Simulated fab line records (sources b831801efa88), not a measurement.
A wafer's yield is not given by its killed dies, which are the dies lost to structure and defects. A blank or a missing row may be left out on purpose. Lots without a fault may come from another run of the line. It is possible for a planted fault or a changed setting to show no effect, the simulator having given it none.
Chamber matching -- flow gf180mcu -- GF_POLY_GATE_ETCH_12 on rieDiel-01: 4 sister chambers
The step etches BARC in N2/H2. 4 wafers are shown with their chamber, then 10 later ones without.

## EACH WAFER AND ITS CHAMBER
wafer,chamber,drypumpMotorCurrentA (A)
L952.5,0,6.5
L955.1,1,5.8
L956.1,2,5.4
L956.3,3,5.8

## WAFERS WITHOUT THEIR CHAMBER
wafer,drypumpMotorCurrentA (A)
L956.5,5.8
L959.2,6.5
L959.3,5.8
L959.5,5.8
L965.1,5.7
L965.2,6.5
L965.4,5.8
L966.2,5.8
L966.5,5.8
L966.6,6.5

## WHICH CHAMBER EACH WENT THROUGH
wafer,from the rows above,in truth
L956.5,can't be placed: 1 or 3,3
L959.2,0,0
L959.3,can't be placed: 1 or 3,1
L959.5,can't be placed: 1 or 3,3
L965.1,can't be placed: 1 or 3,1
L965.2,0,0
L965.4,can't be placed: 1 or 3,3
L966.2,can't be placed: 1 or 3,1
L966.5,can't be placed: 1 or 3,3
L966.6,0,0
3 of 10 placed correctly. Unplaceable from these rows: 7, with the true chamber sitting among the candidates in 7. Wrongly placed: 0.
How it was worked out, from the rows above alone: a wafer's distance from a chamber is the root of the sum, over the readings, of the square of ((its reading less the chamber's mean) divided by the reading's scatter). If the next closest chamber is less than 2 further off than the closest, the wafer can't be placed; otherwise it belongs to the closest. For every chamber, the mean is computed from those of its wafers that are shown. The scatter: with one shown wafer a chamber, the root of the mean of the squares of how far each hidden wafer lies from its nearest shown one.
